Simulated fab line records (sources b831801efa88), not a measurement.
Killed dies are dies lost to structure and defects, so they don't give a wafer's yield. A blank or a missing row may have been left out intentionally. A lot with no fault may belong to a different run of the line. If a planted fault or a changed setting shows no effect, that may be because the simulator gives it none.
Comparing a struck lot with a sound one + flow gf180mcu + 15 steps out of a route of 602
Sound: wafers L361.4, L361.5, L361.6. Struck: wafers L370.4, L370.5. (L370.6 of the same lot was not struck and is left out.) The cause comes at the end.
Each step with rows lists, per side, the tool, then ch with its chambers, then its first start. Under that, the readings that differ: sound wafers + struck wafers + difference of the means + sigmas: that difference in standard deviations of wafers without a fault.
alike: same words and numbers on both sides, and readings whose means sit less than 2 such deviations apart. not compared: any withheld reading, any reading some wafer has no value for, any bound like >300 that may hide the same value, and any number with overlapping values for which the record gives no deviation.
The two part at a step that has a row with sigmas, a row that says differs or no value, or rows on one side only. Numbers that have no deviation but don't overlap get no sigmas and don't part them. A reading missing from all wafers of one side parts the sides only when that side holds two or more wafers.

first, 4 steps without rows for these wafers: GF_V3_SOFTBAKE_10 (time 60 s); GF_V3_EXPOSE_11 (exposes mask Via3, target cd 260 nm); GF_V3_PEB_12 (peb time 90 s); GF_V3_DEVELOP_13 (develop time 60 s).
GF_V3_CD_MEAS_14: target cd 260 nm.
  struck on cdSem-02, day 28 08:52; sound on cdSem-02, day 24 21:19
  alike: cdNm
GF_V3_OVL_MEAS_15:
  struck on overlay-01, day 28 08:56; sound on overlay-01, day 24 21:23
  alike: V3_OVL
GF_V3_ETCH_16: etches BARC in N2/H2.
  sound on rieDiel-04 ch 0,1,3, day 24 21:26; struck on rieDiel-01 ch 0,1, day 28 08:58
  alike: chamberPressureMTorr, drypumpMotorCurrentA, oesProductAu, throttleValvePct
GF_V3_ETCH_17: etches SiO2 in C4F8/O2/Ar, stops on TiN, target depth 635 nm.
  sound: rieDiel-04 ch 0,1,3; struck: rieDiel-01 ch 0,1
  alike: chamberPressureMTorr, oesProductAu
GF_V3_STRIP_18: strips in O2/N2.
  sound on plasmaAsher-01 ch 0,1, day 24 21:34; struck on plasmaAsher-03 ch 0, day 28 09:07
| reading             | sound             | struck      | difference | sigmas |
|---------------------|-------------------|-------------|------------|--------|
| oesProductAu (a.u.) | 0.593 0.603 0.597 | 0.579 0.590 | -0.013     | -3     |
  alike: chamberPressureMTorr, drypumpMotorCurrentA, heaterPowerW, platenTempC
  not compared: rfHoursCounterH
then, 2 steps without rows for these wafers: GF_V3_STRIP_19 (strips in post etch residue remover, time 1200 s); GF_V3_CLEAN_20 (cleans in DIW).
GF_V3_SPUTTER_21: material Ti, target thk 15 nm, time 80.02 s.
  struck on pvdSputter-04, day 28 09:37; sound on pvdSputter-01, day 24 22:06
  alike: cathodeDcPowerW, throttleValvePct
GF_V3_SPUTTER_22: material TiN, target thk 10 nm, time 40 s.
  struck on pvdSputter-04, day 28 09:41; sound on pvdSputter-01, day 24 22:09
| reading                               | sound                | struck        | difference | sigmas      |
|---------------------------------------|----------------------|---------------|------------|-------------|
| cathodeDcPowerW (W)                   | 4001.1 4000.4 3999.4 | 4180.5 4179.3 | +179.6     | +99 or more |
| model.TiN_of_V3_SPUTTER_22.thkNm (nm) | 9.968 9.752 9.924    | 10.36 10.32   | +0.46      |             |
  alike: throttleValvePct
GF_V3_CVD_23: deposits W, target thk 350 nm, time 104.9 s.
  sound on cvdW-02 ch 0,1, day 24 22:13; struck on cvdW-01 ch 0,1, day 28 09:46
  alike: heaterPowerW
after that, 1 step had no rows for these wafers: GF_PASSIVATION_PROBE_99.

WHERE THEY PART
First at GF_V3_STRIP_18; last, within this record, at GF_V3_SPUTTER_22. Later steps at which nothing parts them and some readings are alike: GF_V3_CVD_23.

WHY: what had been put in by the simulator
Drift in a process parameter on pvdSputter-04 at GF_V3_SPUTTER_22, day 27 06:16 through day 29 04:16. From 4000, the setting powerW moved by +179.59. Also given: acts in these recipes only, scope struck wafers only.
